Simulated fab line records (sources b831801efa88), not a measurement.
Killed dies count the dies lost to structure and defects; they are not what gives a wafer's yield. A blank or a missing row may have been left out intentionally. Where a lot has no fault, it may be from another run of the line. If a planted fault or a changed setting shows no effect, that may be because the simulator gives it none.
The tool behind it: which one? / flow sky130 / 12 lots, 36 wafers sampled, at 1 step of a route of 708

== WHAT THE GAUGES SHOWED, per wafer ==
SKY_SD_P_CD_MEAS_07: the cd target is 380 nm.
lot=L074; measured=day 25 06:50; on=cd_sem-02; cd_nm (nm)=381.5 379.5 380.6
lot=L077; measured=day 27 04:09; on=cd_sem-02; cd_nm (nm)=381.8 381.1 381.2
lot=L079; measured=day 30 18:05; on=cd_sem-02; cd_nm (nm)=379.2 380.1 378.7
lot=L083; measured=day 30 20:03; on=cd_sem-01; cd_nm (nm)=382.2 384.3 382.1
lot=L081; measured=day 30 20:25; on=cd_sem-01; cd_nm (nm)=383.9 382.6 381.8
lot=L082; measured=day 30 22:15; on=cd_sem-02; cd_nm (nm)=380.8 384.6 382.7
lot=L088; measured=day 31 05:29; on=cd_sem-02; cd_nm (nm)=380.7 378.2 379.9
lot=L089; measured=day 31 06:50; on=cd_sem-01; cd_nm (nm)=382.7 383.2 382.7
lot=L091; measured=day 31 08:06; on=cd_sem-01; cd_nm (nm)=378.4 379.7 378.2
lot=L093; measured=day 31 19:26; on=cd_sem-01; cd_nm (nm)=377.2 376.0 377.5
lot=L095; measured=day 32 01:43; on=cd_sem-01; cd_nm (nm)=380.4 381.6 378.5
lot=L097; measured=day 32 22:17; on=cd_sem-01; cd_nm (nm)=380.9 385.4 381.3

== EACH LOT AND THE TOOL THAT RAN IT (in order: tool; ch and the chambers of the sampled wafers; start) ==
Before these readings, the record contains no process step.

== THE ANSWER, worked out from the rows above alone ==
Rule: usual is defined by the lots themselves. The widest of any qualifying gaps counts: lots, ordered by their means at a reading, are off when they make up no more than a third of the lots, leave a main group of 4 or more, and stand apart from it by 3 or more times the standard deviation of that group's means. A main group is skipped when, at the precision printed for the reading in the tables above, its means are all equal. Also off: a lot with no number at a reading for which 4 or more lots have one. Any other lot the step has rows for is counted as sound.
No lot is off at any reading shown: from this, nothing can be told.

== WHAT THE SIMULATOR HAD INSERTED ==
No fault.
